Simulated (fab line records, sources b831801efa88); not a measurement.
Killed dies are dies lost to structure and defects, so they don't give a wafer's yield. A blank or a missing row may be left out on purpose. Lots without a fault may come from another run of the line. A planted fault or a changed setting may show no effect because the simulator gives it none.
Which tool did it? | flow sky130 | 11 lots, 33 wafers sampled, at 3 steps of a route of 708

WHAT THE GAUGES READ, wafer by wafer
SKY_METAL3_CD_MEAS_13: target cd 300 nm.
lot  | measured     | on        | cd_nm (nm)
L217 | day 38 21:05 | cd_sem-02 | 303.7 302.0 302.2
L220 | day 39 07:15 | cd_sem-02 | 300.6 299.9 299.7
L221 | day 40 00:40 | cd_sem-02 | 300.5 299.4 299.8
L225 | day 40 23:10 | cd_sem-02 | 299.7 301.9 299.8
L230 | day 42 11:22 | cd_sem-01 | 300.4 299.2 301.6
L229 | day 42 12:43 | cd_sem-02 | 300.3 299.2 298.2
L232 | day 43 01:16 | cd_sem-01 | 301.4 299.0 301.0
L233 | day 43 06:26 | cd_sem-01 | 298.3 300.2 299.0
L238 | day 44 13:50 | cd_sem-02 | 300.0 301.7 301.0
L239 | day 44 21:37 | cd_sem-01 | 302.5 302.1 303.9
L240 | day 45 00:11 | cd_sem-01 | 300.9 301.3 301.2

SKY_METAL3_OVL_MEAS_14.
lot  | measured     | on         | METAL3_OVL (nm)
L217 | day 38 21:11 | overlay-02 | -2 3 -2
L220 | day 39 07:21 | overlay-02 | -1 -3 -12
L221 | day 40 00:47 | overlay-01 | -7 -12 -8
L225 | day 40 23:16 | overlay-02 | 10 3 10
L230 | day 42 11:29 | overlay-01 | -3 -2 -1
L229 | day 42 12:48 | overlay-01 | -5 -6 -1
L232 | day 43 01:23 | overlay-01 | 1 -5 -2
L233 | day 43 06:32 | overlay-02 | 2 4 3
L238 | day 44 13:57 | overlay-02 | -6 0 -8
L239 | day 44 21:42 | overlay-01 | -7 -15 -12
L240 | day 45 00:17 | overlay-01 | -3 -6 -9

WHICH TOOL RAN EACH LOT (tool, then ch and the chambers of the sampled wafers, then the start)
lot  | SKY_VIA1_STRIP_16
L217 | plasma_asher-01 ch 0,1, day 34 07:39
L220 | plasma_asher-03 ch 0,1, day 34 18:43
L221 | plasma_asher-03 ch 0,1, day 35 13:16
L225 | plasma_asher-03 ch 0,1, day 36 15:14
L230 | plasma_asher-01 ch 0,1, day 38 03:42
L229 | plasma_asher-01 ch 0,1, day 38 07:34
L232 | plasma_asher-02 ch 0,1, day 38 20:12
L233 | plasma_asher-01 ch 0,1, day 39 01:01
L238 | plasma_asher-03 ch 0,1, day 40 11:52
L239 | plasma_asher-03 ch 0,1, day 40 20:48
L240 | plasma_asher-03 ch 0,1, day 40 22:24
- SKY_VIA1_STRIP_16: strips in O2/N2.

WHAT THE TOOLS THEMSELVES READ (means of the sampled wafers that have a number; where no wafer has one, the mark that the record gives instead)
SKY_VIA1_STRIP_16.
lot  | tool            | drypump_motor_current_A (A) | oes_product_au (a.u.) | strip_time_to_endpoint_s (s)
L217 | plasma_asher-01 | 5.1                         | 0.413                 | 4.448
L220 | plasma_asher-03 | 5.8                         | 0.417                 | 4.458
L221 | plasma_asher-03 | 5.8                         | 0.414                 | 4.485
L225 | plasma_asher-03 | 5.6                         | 0.418                 | 4.466
L230 | plasma_asher-01 | 5.1                         | 0.413                 | 4.460
L229 | plasma_asher-01 | 5.0                         | 0.417                 | 4.468
L232 | plasma_asher-02 | 5.2                         | 0.415                 | 4.455
L233 | plasma_asher-01 | 5.0                         | 0.417                 | 4.446
L238 | plasma_asher-03 | 5.6                         | 0.416                 | 4.419
L239 | plasma_asher-03 | 5.5                         | 0.421                 | 4.481
L240 | plasma_asher-03 | 5.6                         | 0.421                 | 4.453

THE ANSWER, worked out from the rows above alone
Rule: what is usual is taken from the lots themselves. Put in order of their means at a reading, lots are off if they are a third of the lots or fewer, leave a main group of 4 or more, and stand apart from it by a gap of 3 or more times the standard deviation of the main group's means; of several such gaps the widest counts. A main group whose means are all the same, to the digits that the tables above print for the reading, isn't used. A lot without any number at a reading at which 4 lots or more have one is off too. The other lots that the step has rows for count as sound. The gauges are gone through in route order, then the tools' own readings, and for those a lot's mean is taken as printed above. The first step at which some lot is off is used, and at that step the reading that is off furthest; a lot without a number counts as furthest.
No lot is off at any reading shown: from this, nothing can be told.

WHAT THE SIMULATOR HAD PUT IN
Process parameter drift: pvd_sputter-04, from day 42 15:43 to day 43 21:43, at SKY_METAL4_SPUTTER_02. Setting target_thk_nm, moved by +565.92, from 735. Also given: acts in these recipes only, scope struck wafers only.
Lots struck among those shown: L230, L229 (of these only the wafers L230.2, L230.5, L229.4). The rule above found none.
